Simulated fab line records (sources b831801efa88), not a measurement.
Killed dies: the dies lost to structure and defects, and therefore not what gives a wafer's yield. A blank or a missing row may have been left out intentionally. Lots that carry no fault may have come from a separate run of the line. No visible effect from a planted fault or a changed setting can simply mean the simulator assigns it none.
fab line records | flow sky130
[record] lots = 7 | wafers = 21 | last_day = 50
route steps=708 shown POLY_CUT@312 SD_P@320 PAD_OPEN@708
lots with no fault: from the same line, run without faults
start_h: hours from the record's first day to the start of the lot's first wafer shown | wait_h: hours from the lot's prior step to this one | " the same as in the row above | L1.1+2: one row covering several wafers at once | - value missing, or start not given | * or withheld: withheld | < > ~ a bound
route shown NAME@n: NAME is a module with steps in the file, n the number in the route of the first one | usual: mean/standard deviation taken from wafers without a fault | same: alike in all rows | chamber/n: place in a boat | sites: readings site by site | _std_site: standard deviation of those values | _edge_site: the outer-site mean with the inner-site mean subtracted | radius_mm: how far each site lies from the wafer's centre | mask NAME#n: copy n | behind: the most recent tool/chamber to have shaped the wafer | hold: cause of the lot's hold/its duration in hours/its outcome | device: which transistor (n, p or np) failed to switch | end of line: the route-end tests of the same wafers | for a step that has no rows: nothing shown but its recipe | killed: the dies lost at the first sort to structure and to defects; this is not the yield of the wafer | map: dies across one wafer; x = killed, . = not, _ = none there
set.NAME: the setting as run; set.NAME@STEP: as run at that earlier step | model.NAME: the simulator's own value behind a step, which no gauge read
lots seen at some steps along the route; tables by step, rows by wafer
services: when a tool's chamber went out of use (start_h, in hours from the record's first day, below 0 if earlier), for how many hours, and the reason
[[steps]]
[step SKY_POLY_CUT_EXPOSE_05]
[recipe] mask_id = NPCM | na = 0.8 | source_shape = annular | sigma_inner = 0.55 | sigma_outer = 0.85 | target_cd_nm = 270 | dose_mj = 32
[step SKY_POLY_CUT_PEB_06]
[recipe] peb_temp_c = withheld | peb_time_s = withheld | resist = KrF-thick
[step SKY_POLY_CUT_DEVELOP_07]
[recipe] develop_time_s = 60 | resist = KrF-thick | dev_temp_c = 21
[step SKY_POLY_CUT_CD_MEAS_08]
[recipe] target_cd_nm = 270
[usual] cd_nm = 270.0/1.4
lot.wafer | tool      | chamber | start_h | wait_h | cd_nm
L256.1    | cd_sem-01 | -       | 573.27  | -      | 270.2
L256.2    | "         | -       | "       | "      | 269.6
L256.6    | "         | -       | "       | "      | 270.1
L258.3    | cd_sem-01 | -       | 584.11  | -      | 269.8
L258.4    | "         | -       | "       | "      | 271.2
L258.5    | "         | -       | "       | "      | 270.8
L264.4    | cd_sem-01 | -       | 638.53  | -      | 270.5
L264.5    | "         | -       | "       | "      | 271.9
L264.6    | "         | -       | "       | "      | 270.5
L265.3    | cd_sem-01 | -       | 645.26  | -      | 267.7
L265.5    | "         | -       | "       | "      | 267.0
L265.6    | "         | -       | "       | "      | 268.0
L266.1    | cd_sem-01 | -       | 662.17  | -      | 269.1
L266.3    | "         | -       | "       | "      | 270.4
L266.4    | "         | -       | "       | "      | 268.8
L274.2    | cd_sem-01 | -       | 712.98  | -      | 269.4
L274.3    | "         | -       | "       | "      | 268.6
L274.4    | "         | -       | "       | "      | 269.0
L277.1    | cd_sem-01 | -       | 734.16  | -      | 270.7
L277.5    | "         | -       | "       | "      | 271.0
L277.6    | "         | -       | "       | "      | 272.4
[step SKY_POLY_CUT_OVL_MEAS_09]
[usual] POLY_CUT_OVL = 1/6.1
lot.wafer | tool       | chamber | start_h | wait_h | POLY_CUT_OVL[nm]
L256.1    | overlay-01 | -       | 573.39  | 0.1    | -2
L256.2    | "          | -       | "       | "      | 3
L256.6    | "          | -       | "       | "      | 10
L258.3    | overlay-02 | -       | 584.20  | 0.1    | -1
L258.4    | "          | -       | "       | "      | -3
L258.5    | "          | -       | "       | "      | 4
L264.4    | overlay-02 | -       | 638.61  | 0.1    | 0
L264.5    | "          | -       | "       | "      | -1
L264.6    | "          | -       | "       | "      | 2
L265.3    | overlay-02 | -       | 645.35  | 0.1    | -1
L265.5    | "          | -       | "       | "      | 0
L265.6    | "          | -       | "       | "      | 7
L266.1    | overlay-02 | -       | 662.29  | 0.1    | -6
L266.3    | "          | -       | "       | "      | -7
L266.4    | "          | -       | "       | "      | -5
L274.2    | overlay-01 | -       | 713.09  | 0.1    | 1
L274.3    | "          | -       | "       | "      | 5
L274.4    | "          | -       | "       | "      | 2
L277.1    | overlay-02 | -       | 734.28  | 0.1    | -1
L277.5    | "          | -       | "       | "      | 1
L277.6    | "          | -       | "       | "      | -7
[step SKY_POLY_CUT_ETCH_10]
[recipe] chemistry = N2/H2 | target = BARC | ion_energy_ev = 200 | source_w = 500 | bias_w = 100 | pressure_mtorr = 30 | n2_flow_sccm = 100 | h2_flow_sccm = 200 | stop_on = SiO2 | time_s = 45.9 | target_depth_a = 600
[usual] drypump_motor_current_A = 5.9/0.48 | oes_product_au = 0.855/0.0049 | rf_fwd_power_W = 494.9/2.2 | throttle_valve_pct = 13.225/0.0093
lot.wafer | tool        | chamber | start_h | wait_h | drypump_motor_current_A | oes_product_au | rf_fwd_power_W | rf_hours_counter_h | throttle_valve_pct
L256.1    | rie_diel-02 | 1       | 573.43  | 0.0    | 6.0                     | 0.861          | 494.1          | 8                  | 13.227
L256.2    | "           | 0       | "       | "      | 6.4                     | 0.861          | 493.2          | 10                 | 13.218
L256.6    | "           | 2       | "       | "      | 5.4                     | 0.854          | 497.2          | -                  | 13.237
L258.3    | rie_diel-03 | 0       | 584.23  | 0.0    | 6.2                     | 0.855          | 492.3          | 10                 | 13.225
L258.4    | "           | 3       | "       | "      | 5.9                     | 0.858          | 493.2          | -                  | 13.212
L258.5    | "           | 0       | "       | "      | 6.2                     | 0.856          | 492.3          | -                  | 13.219
L264.4    | rie_diel-04 | 2       | 638.62  | 0.0    | 5.4                     | 0.857          | 493.8          | 3                  | 13.223
L264.5    | "           | 0       | "       | "      | 6.4                     | 0.852          | 493.9          | -                  | 13.222
L264.6    | "           | 1       | "       | "      | 6.6                     | 0.859          | 496.3          | -                  | 13.224
L265.3    | rie_diel-02 | 3       | 645.38  | 0.0    | 6.4                     | 0.851          | 496.1          | 5                  | 13.238
L265.5    | "           | 3       | "       | "      | 6.4                     | 0.858          | 496.4          | -                  | 13.222
L265.6    | "           | 2       | "       | "      | 5.4                     | 0.856          | 495.6          | -                  | 13.233
L266.1    | rie_diel-03 | 0       | 662.33  | 0.0    | 6.2                     | 0.858          | 491.4          | 11                 | 13.217
L266.3    | "           | 2       | "       | "      | 5.1                     | 0.850          | 497.9          | 10                 | 13.225
L266.4    | "           | 3       | "       | "      | 5.9                     | 0.860          | 497.2          | 8                  | 13.211
L274.2    | rie_diel-04 | 1       | 713.12  | 0.0    | 6.6                     | 0.859          | 497.3          | 37                 | 13.221
L274.3    | "           | 2       | "       | "      | 5.4                     | 0.857          | 493.8          | 3                  | 13.238
L274.4    | "           | 0       | "       | "      | 6.4                     | 0.859          | 493.4          | 11                 | 13.225
L277.1    | rie_diel-02 | 0       | 734.32  | 0.0    | 6.4                     | 0.853          | 492.8          | 13                 | 13.209
L277.5    | "           | 0       | "       | "      | 6.4                     | 0.846          | 490.4          | -                  | 13.237
L277.6    | "           | 1       | "       | "      | 6.0                     | 0.854          | 495.7          | -                  | 13.234
[step SKY_POLY_CUT_ETCH_11]
[recipe] target = Si3N4 | chemistry = CF4/CH2F2/Ar | stop_on = poly-Si | source_w = 600 | bias_w = 150 | pressure_mtorr = 40 | cf4_flow_sccm = 40 | ch2f2_flow_sccm = 20 | Ar_flow_sccm = 150 | time_s = 42.5 | target_depth_a = 600
[usual] drypump_motor_current_A = 5.9/0.48 | oes_product_au = 0.830/0.0059 | rf_fwd_power_W = 594.0/2.7 | throttle_valve_pct = 14.995/0.0088
lot.wafer | tool        | chamber | start_h | wait_h | drypump_motor_current_A | oes_product_au | rf_fwd_power_W | rf_hours_counter_h | throttle_valve_pct
L256.1    | rie_diel-02 | 1       | 573.47  | 0.0    | 6.0                     | 0.831          | 594.4          | 8                  | 15.007
L256.2    | "           | 0       | "       | "      | 6.3                     | 0.829          | 593.9          | 10                 | 15.002
L256.6    | "           | 2       | "       | "      | 5.4                     | 0.841          | 599.0          | -                  | 15.011
L258.3    | rie_diel-03 | 0       | 584.27  | 0.0    | 6.1                     | 0.831          | 592.0          | 10                 | 14.998
L258.4    | "           | 3       | "       | "      | 5.9                     | 0.828          | 592.5          | -                  | 15.016
L258.5    | "           | 0       | "       | "      | 6.2                     | 0.836          | 592.0          | -                  | 14.990
L264.4    | rie_diel-04 | 2       | 638.67  | 0.0    | 5.4                     | 0.835          | 593.3          | 3                  | 15.009
L264.5    | "           | 0       | "       | "      | 6.4                     | 0.832          | 594.7          | -                  | 14.987
L264.6    | "           | 1       | "       | "      | 6.6                     | 0.842          | 595.6          | -                  | 14.982
L265.3    | rie_diel-02 | 3       | 645.42  | 0.0    | 6.4                     | 0.822          | 596.1          | 5                  | 14.994
L265.5    | "           | 3       | "       | "      | 6.4                     | 0.819          | 592.7          | -                  | 15.002
L265.6    | "           | 2       | "       | "      | 5.4                     | 0.818          | 595.7          | -                  | 15.014
L266.1    | rie_diel-03 | 0       | 662.37  | 0.0    | 6.2                     | 0.834          | 590.4          | 11                 | 14.986
L266.3    | "           | 2       | "       | "      | 5.1                     | 0.836          | 598.2          | 10                 | 14.985
L266.4    | "           | 3       | "       | "      | 5.9                     | 0.829          | 594.2          | 8                  | 15.006
L274.2    | rie_diel-04 | 1       | 713.16  | 0.0    | 6.6                     | 0.823          | 591.7          | 37                 | 14.998
L274.3    | "           | 2       | "       | "      | 5.4                     | 0.816          | 595.6          | 3                  | 15.001
L274.4    | "           | 0       | "       | "      | 6.4                     | 0.822          | 591.4          | 11                 | 14.984
L277.1    | rie_diel-02 | 0       | 734.36  | 0.0    | 6.3                     | 0.845          | 591.5          | 13                 | 15.000
L277.5    | "           | 0       | "       | "      | 6.3                     | 0.832          | 596.2          | -                  | 15.002
L277.6    | "           | 1       | "       | "      | 6.0                     | 0.835          | 591.9          | -                  | 14.994
[step SKY_POLY_CUT_STRIP_12]
[recipe] chemistry = O2/N2 | power_w = 1400 | pressure_mtorr = 1500 | platen_temp_c = withheld | o2_flow_sccm = 3000 | n2_flow_sccm = 300 | overash_fraction = 0.5
[usual] drypump_motor_current_A = 5.7/0.33 | o2_flow_sccm = 3000/8 | oes_product_au = 0.452/0.0052 | strip_time_to_endpoint_s = 5.358/0.015
lot.wafer | tool            | chamber | start_h | wait_h | drypump_motor_current_A | o2_flow_sccm | oes_product_au | rf_hours_counter_h | strip_time_to_endpoint_s
L256.1    | plasma_asher-04 | 1       | 573.51  | 0.0    | 5.2                     | 3006         | 0.459          | 68                 | 5.379
L256.2    | "               | 0       | "       | "      | 5.1                     | 2990         | 0.456          | 68                 | 5.381
L256.6    | "               | 0       | "       | "      | 5.1                     | 2999         | 0.454          | -                  | 5.353
L258.3    | plasma_asher-03 | 0       | 584.34  | 0.1    | 6.0                     | 2994         | 0.447          | -                  | 5.349
L258.4    | "               | 1       | "       | "      | 5.9                     | 2988         | 0.445          | -                  | 5.368
L258.5    | "               | 0       | "       | "      | 6.0                     | 2997         | 0.450          | -                  | 5.344
L264.4    | plasma_asher-02 | 0       | 638.74  | 0.1    | 5.6                     | 2991         | 0.448          | -                  | 5.349
L264.5    | "               | 0       | "       | "      | 5.6                     | 2993         | 0.456          | -                  | 5.336
L264.6    | "               | 1       | "       | "      | 5.7                     | 2987         | 0.448          | -                  | 5.359
L265.3    | plasma_asher-03 | 0       | 645.49  | 0.1    | 6.0                     | 2979         | 0.457          | -                  | 5.354
L265.5    | "               | 0       | "       | "      | 6.0                     | 2997         | 0.458          | -                  | 5.359
L265.6    | "               | 1       | "       | "      | 5.9                     | 3016         | 0.449          | -                  | 5.369
L266.1    | plasma_asher-02 | 1       | 662.41  | 0.0    | 5.7                     | 2992         | 0.449          | 54                 | 5.336
L266.3    | "               | 1       | "       | "      | 5.7                     | 3005         | 0.449          | -                  | 5.365
L266.4    | "               | 0       | "       | "      | 5.6                     | 2995         | 0.453          | -                  | 5.332
L274.2    | plasma_asher-02 | 0       | 713.20  | 0.0    | 5.6                     | 2995         | 0.444          | 59                 | 5.359
L274.3    | "               | 0       | "       | "      | 5.6                     | 2990         | 0.448          | -                  | 5.390
L274.4    | "               | 1       | "       | "      | 5.8                     | 2997         | 0.458          | -                  | 5.374
L277.1    | plasma_asher-04 | 1       | 734.40  | 0.0    | 5.3                     | 2994         | 0.448          | 80                 | 5.356
L277.5    | "               | 1       | "       | "      | 5.3                     | 2995         | 0.454          | -                  | 5.370
L277.6    | "               | 0       | "       | "      | 5.1                     | 3007         | 0.443          | -                  | 5.363
[step SKY_SD_P_DEHYDRATE_00]
[recipe] temp_c = 200 | time_s = 60
[step SKY_SD_P_HMDS_01]
[recipe] prime_time_s = 60 | prime_temp_c = 120
[step SKY_SD_P_COAT_02]
[recipe] resist = NOVOLAK | spin_rpm = 3000 | resist_thk_nm = 1140
[step SKY_SD_P_SOFTBAKE_03]
[recipe] temp_c = 90 | time_s = 60 | resist = NOVOLAK
[step SKY_SD_P_EXPOSE_04]
[recipe] mask_id = PSDM | na = 0.6 | source_shape = conventional | sigma_outer = 0.6 | polarization = unpolarized | target_cd_nm = 380 | dose_mj = 138
lot.wafer  | tool             | chamber | start_h | wait_h | mask   | model.SD_P.overlay_x_nm
L256.1+2+6 | iline_stepper-02 | 0       | 588.39  | -      | PSDM#0 | -1.048
L258.3+4+5 | iline_stepper-01 | 0       | 599.31  | -      | PSDM#0 | 2.559
L264.4+5+6 | iline_stepper-01 | 0       | 652.60  | -      | PSDM#0 | -94.09
L265.3+5+6 | iline_stepper-01 | 0       | 659.81  | -      | PSDM#0 | -97.23
L266.1+3+4 | iline_stepper-01 | 0       | 677.09  | -      | PSDM#0 | -96.31
L274.2+3+4 | iline_stepper-02 | 0       | 727.96  | -      | PSDM#0 | 0.05462
L277.1+5+6 | iline_stepper-02 | 0       | 748.29  | -      | PSDM#0 | -1.514
[step SKY_SD_P_PEB_05]
[recipe] temp_c = withheld | time_s = * | resist = NOVOLAK
[step SKY_SD_P_DEVELOP_06]
[recipe] resist = NOVOLAK | developer = TMAH | develop_time_s = 60 | dev_temp_c = 23
[step SKY_SD_P_CD_MEAS_07]
[recipe] target_cd_nm = 380
[usual] cd_nm = 380.0/2.2
lot.wafer | tool      | chamber | start_h | wait_h | cd_nm
L256.1    | cd_sem-01 | -       | 602.67  | 0.1    | 382.6
L256.2    | "         | -       | "       | "      | 383.1
L256.6    | "         | -       | "       | "      | 386.7
L258.3    | cd_sem-01 | -       | 613.86  | 0.1    | 377.8
L258.4    | "         | -       | "       | "      | 380.3
L258.5    | "         | -       | "       | "      | 380.1
L264.4    | cd_sem-02 | -       | 666.68  | 0.1    | 378.9
L264.5    | "         | -       | "       | "      | 380.2
L264.6    | "         | -       | "       | "      | 383.1
L265.3    | cd_sem-02 | -       | 674.01  | 0.1    | 378.1
L265.5    | "         | -       | "       | "      | 378.0
L265.6    | "         | -       | "       | "      | 380.1
L266.1    | cd_sem-02 | -       | 690.87  | 0.1    | 376.3
L266.3    | "         | -       | "       | "      | 378.6
L266.4    | "         | -       | "       | "      | 376.7
L274.2    | cd_sem-01 | -       | 741.39  | 0.1    | 379.3
L274.3    | "         | -       | "       | "      | 382.2
L274.4    | "         | -       | "       | "      | 379.9
L277.1    | cd_sem-01 | -       | 761.30  | 0.1    | 378.2
L277.5    | "         | -       | "       | "      | 380.5
L277.6    | "         | -       | "       | "      | 379.0
[step SKY_SD_P_OVL_MEAS_08]
[usual] SD_P_OVL = -0.3/1.4
lot.wafer | tool       | chamber | start_h | wait_h | SD_P_OVL[nm]
L256.1    | overlay-01 | -       | 602.79  | 0.1    | -0.3
L256.2    | "          | -       | "       | "      | 0.4
L256.6    | "          | -       | "       | "      | -1.2
L258.3    | overlay-01 | -       | 613.95  | 0.1    | 1.1
L258.4    | "          | -       | "       | "      | 1.2
L258.5    | "          | -       | "       | "      | -0.1
L264.4    | overlay-02 | -       | 666.76  | 0.1    | -94.6
L264.5    | "          | -       | "       | "      | -93.7
L264.6    | "          | -       | "       | "      | -95.7
L265.3    | overlay-01 | -       | 674.10  | 0.1    | -98.6
L265.5    | "          | -       | "       | "      | -98.4
L265.6    | "          | -       | "       | "      | -98.8
L266.1    | overlay-01 | -       | 690.99  | 0.1    | -97.6
L266.3    | "          | -       | "       | "      | -95.4
L266.4    | "          | -       | "       | "      | -96.4
L274.2    | overlay-02 | -       | 741.50  | 0.1    | -0.2
L274.3    | "          | -       | "       | "      | 1.2
L274.4    | "          | -       | "       | "      | 1.2
L277.1    | overlay-01 | -       | 761.42  | 0.1    | -1.9
L277.5    | "          | -       | "       | "      | -0.6
L277.6    | "          | -       | "       | "      | -2.0
[step SKY_SD_P_IMPLANT_09]
[recipe] species = BF2 | energy_kev = 20 | dose_cm2 = 3e+15 | tilt_deg = 0
[step SKY_PAD_OPEN_PROBE_99]
[usual] killed_at_M0_to_M3 = 44/6.8 | killed_at_M4_up = 3.4/2 | killed_at_contacts = 24/5.2 | killed_at_front_end = 15/5.2 | killed_at_other = 0.2/0.46 | killed_dies = 87/9.8 | killed_open = 47/7.5 | killed_short = 39/6.8
[same] gross_dies = 492 | killed_at_back_side = 0
lot.wafer | tool      | chamber | start_h | wait_h | killed_at_M0_to_M3 | killed_at_M4_up | killed_at_contacts | killed_at_front_end | killed_at_other | killed_dies | killed_open | killed_short
L256.1    | prober-01 | -       | 1087.90 | 0.1    | 41                 | 12              | 28                 | 15                  | 0               | 96          | 37          | 59
L256.2    | prober-01 | -       | 1087.95 | 0.1    | 43                 | 3               | 26                 | 17                  | 0               | 89          | 51          | 38
L256.6    | prober-01 | -       | 1088.15 | 0.2    | 45                 | 3               | 23                 | 23                  | 0               | 94          | 54          | 40
L265.3    | prober-02 | -       | 1136.86 | 0.2    | 37                 | 4               | 19                 | 19                  | 0               | 79          | 39          | 40
L265.5    | prober-02 | -       | 1136.96 | 0.2    | 37                 | 1               | 22                 | 20                  | 0               | 80          | 47          | 33
L265.6    | prober-02 | -       | 1137.01 | 0.2    | 29                 | 3               | 23                 | 20                  | 1               | 76          | 36          | 40
L266.1    | prober-02 | -       | 1147.97 | 0.1    | 57                 | 2               | 32                 | 7                   | 1               | 99          | 54          | 45
L266.3    | prober-02 | -       | 1148.07 | 0.2    | 38                 | 8               | 23                 | 22                  | 0               | 91          | 42          | 49
L266.4    | prober-02 | -       | 1148.12 | 0.2    | 35                 | 5               | 29                 | 17                  | 0               | 86          | 55          | 31
// killed by level:class
L256.1 LI_CONTACT:geometric_particle:open=8 FIELD_ISO:geometric_particle:short=7 METAL2:geometric_particle:short=7 METAL1:geometric_particle:short=7 METAL4:geometric_particle:short=7 CONTACT:geometric_particle:open=6 CONTACT:geometric_particle:short=5 VIA1:geometric_particle:open=5
L256.2 CONTACT:geometric_particle:open=12 VIA1:geometric_particle:open=12 FIELD_ISO:geometric_particle:short=6 LI_CONTACT:geometric_particle:open=6 POLY_GATE:geometric_particle:open=5 CONTACT:geometric_particle:short=5 VIA1:geometric_particle:short=5 METAL2:geometric_particle:short=5
L256.6 VIA1:geometric_particle:open=12 CONTACT:geometric_particle:open=10 FIELD_ISO:geometric_particle:open=8 METAL2:geometric_particle:short=6 METAL3:geometric_particle:short=6 FIELD_ISO:geometric_particle:short=5 LOCAL_INTERCONNECT:geometric_particle:short=5 POLY_GATE:geometric_particle:open=4
L265.3 VIA1:geometric_particle:open=10 FIELD_ISO:geometric_particle:open=6 LI_CONTACT:geometric_particle:open=5 CONTACT:geometric_particle:open=5 METAL2:geometric_particle:short=5 VIA3:geometric_particle:open=5 LOCAL_INTERCONNECT:geometric_particle:short=4 FIELD_ISO:geometric_particle:short=3
L265.5 VIA1:geometric_particle:open=13 CONTACT:geometric_particle:open=10 FIELD_ISO:geometric_particle:short=6 FIELD_ISO:geometric_particle:open=5 LI_CONTACT:geometric_particle:open=5 VIA1:geometric_particle:short=5 LOCAL_INTERCONNECT:geometric_particle:short=4 METAL1:geometric_particle:short=4
L265.6 VIA3:geometric_particle:open=7 CONTACT:geometric_particle:open=7 POLY_GATE:geometric_particle:open=6 POLY_GATE:geometric_particle:short=5 LI_CONTACT:geometric_particle:short=5 VIA1:geometric_particle:short=5 VIA1:geometric_particle:open=5 LI_CONTACT:geometric_particle:open=4
L266.1 VIA1:geometric_particle:open=12 CONTACT:geometric_particle:open=11 LI_CONTACT:geometric_particle:open=10 VIA3:geometric_particle:open=9 VIA1:geometric_particle:short=7 METAL2:geometric_particle:short=7 VIA2:geometric_particle:open=7 METAL1:geometric_particle:short=5
L266.3 LI_CONTACT:geometric_particle:open=7 VIA2:geometric_particle:open=7 POLY_GATE:geometric_particle:open=6 VIA1:geometric_particle:open=6 POLY_GATE:geometric_particle:short=5 CONTACT:geometric_particle:open=5 METAL1:geometric_particle:short=5 VIA3:geometric_particle:short=5
L266.4 CONTACT:geometric_particle:open=11 VIA1:geometric_particle:open=9 LI_CONTACT:geometric_particle:open=8 VIA2:geometric_particle:open=7 POLY_GATE:geometric_particle:open=6 CONTACT:geometric_particle:short=5 VIA3:geometric_particle:open=4 FIELD_ISO:geometric_particle:short=3
[[services]]
tool             | chamber | start_h | hours | kind
rie_diel-03      | -       | 552.41  | 1.6   | repair
rie_diel-03      | 0       | 559.48  | 4.6   | repair
rie_diel-02      | 3       | 562.01  | 8.5   | repair
rie_diel-03      | 0       | 566.26  | 7.1   | repair
rie_diel-02      | 0       | 574.69  | 6.0   | repair
plasma_asher-02  | -       | 581.29  | 1.3   | repair
rie_diel-04      | 0       | 582.62  | 11.8  | repair
rie_diel-02      | 0       | 592.20  | 9.1   | repair
iline_stepper-02 | -       | 593.04  | 1.7   | pm
rie_diel-02      | -       | 602.65  | 0.3   | repair
rie_diel-03      | 0       | 607.34  | 20.7  | repair
rie_diel-02      | 1       | 618.39  | 5.6   | repair
rie_diel-03      | 3       | 622.40  | 14.3  | repair
rie_diel-03      | 1       | 626.73  | 4.7   | repair
rie_diel-02      | 1       | 631.74  | 13.9  | repair
iline_stepper-02 | -       | 644.82  | 2.1   | pm
rie_diel-02      | 1       | 650.14  | 2.4   | repair
rie_diel-04      | -       | 659.24  | 5.1   | repair
rie_diel-04      | 2       | 680.04  | 6.4   | repair
plasma_asher-02  | -       | 683.55  | 4.7   | repair
rie_diel-04      | -       | 685.13  | 2.8   | pm
rie_diel-03      | 2       | 715.56  | 4.6   | repair
iline_stepper-01 | -       | 727.79  | 4.4   | pm
iline_stepper-01 | -       | 744.60  | 1.7   | pm
[[key]]
[first_sign] step = SKY_SD_P_OVL_MEAS_08 | reading = SD_P_OVL | direction = down | sigmas = 68 | usual = -0.3 | struck = -96.6
effect none on later readings
[model_effect] step = SKY_SD_P_EXPOSE_04 | value = SD_P.overlay_x_nm | without = -1.023 | struck = -95.88
met_at SKY_SD_P_EXPOSE_04
struck_wafers L264.4,L264.5,L264.6,L265.3,L265.5,L265.6,L266.1,L266.3,L266.4
tester_left_out L264,L265,L266
onset_between 599.31 652.60
[fault] kind = scanner_matching_overlay | tool = iline_stepper-01 | chamber = - | onset_h = 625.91 | steps = SKY_SD_P_EXPOSE_04 | offset = -94.854
// tester_left_out: of these lots the tester's yield and bins aren't shown, on N5 and GAA mostly nor the transistor test; their killed dies are dies lost to structure and defects alone, not to doping, threshold or leakage, so they don't give the yield
